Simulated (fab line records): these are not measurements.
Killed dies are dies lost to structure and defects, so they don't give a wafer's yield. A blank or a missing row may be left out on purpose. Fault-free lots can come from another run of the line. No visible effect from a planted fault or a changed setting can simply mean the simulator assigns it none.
Problem report, 8D (eight disciplines) form, completed by code | flow gf180mcu | the parts of the form that need people (team, actions taken, sign-off) are left out

## 1. WHAT IS WRONG
strip-time-to-endpoint-s at GF_TOP_METAL_STRIP_17 reads a mean of 14.05 s on 2 wafers of 2 lots; wafers without a fault read 13.02 s with a standard deviation of 0.084. That is +12 standard deviations from the usual mean.
The step: strips in O2/N2.
First seen on wafer L860.4, day 31 19:02, on plasma-asher-04. At this step, 34 wafers from 12 lots have a number in the record. Rule for "out", or "out of limits": more than 4 standard deviations from the usual mean. The rest of the wafers with a number are treated as sound.

## 2. WHAT IT IS AND WHAT IT IS NOT
question                    | is                               | is not
which readings at this step | strip-time-to-endpoint-s         | drypump-motor-current-A, heater-power-w, oes-product-au
which lots                  | L860, L861                       | L848, L849, L851, L862, L863, L864, L865, L866, L869, L871
which wafers of those lots  | L860.4, L861.4                   | L860.3, L861.5
read on which tools         | plasma-asher-02, plasma-asher-04 | plasma-asher-01
when                        | from day 31 19:02                | up to then (10 sound wafers); but 22 sound wafers of L861, L862, L863, L864, L865, L866, L869, L871 came after

## 3. SUSPECTS, AND WHAT RULES EACH OUT
Counting: any tool at a process step up to the reading remains a suspect provided it ran every lot that is out. Sound lots after the first of them don't rule it out here, since some wafers of a struck lot are sound.
- litho-track-02 at GF_TOP_METAL_COAT_09 (resist thk 1500 nm): kept. It processed each lot that is out (first: L860, day 31 09:45); up to then, its last sound lot is L851 (day 28 11:42).
The count leaves litho-track-02 at GF_TOP_METAL_COAT_09.

## 4. THE CAUSE (what the simulator had put in)
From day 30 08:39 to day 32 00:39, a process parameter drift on litho-track-02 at GF_TOP_METAL_COAT_09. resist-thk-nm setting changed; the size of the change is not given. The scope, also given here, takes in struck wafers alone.
This tool alone remained once counting was done.

## 5. THE EFFECT CHAIN, in route order
Each row: a reading where the mean over the struck wafers with a number is more than 3 standard deviations away from the usual. Only readings for which the record gives a usual standard deviation are gone through. hours: the time from each lot's start at the first step in this table that gives one to its start at this step, as a median over the lots. sigmas: the change in usual standard deviations.
hours | step                  | reading                  | usual   | on struck wafers | change | sigmas
0     | GF_TOP_METAL_STRIP_17 | strip-time-to-endpoint-s | 13.02 s | 14.05            | +1.03  | +12
Here are the process steps it includes:
- GF_TOP_METAL_STRIP_17: strips in O2/N2.

## 6. WHAT WOULD HAVE CAUGHT IT SOONER
34 hours passed between the start of the fault at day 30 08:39 and the first reading out of limits in this record, taken at day 31 19:02.
An alarm limit of 4 standard deviations would not have fired on the tool readings at GF_TOP_METAL_COAT_09 for which the record gives a usual standard deviation, since none of them was out on any struck wafer.
Lots out: 2; all had begun GF_TOP_METAL_COAT_09 on litho-track-02 by day 31 19:02. Tool hold at that time: it would have spared none of them.
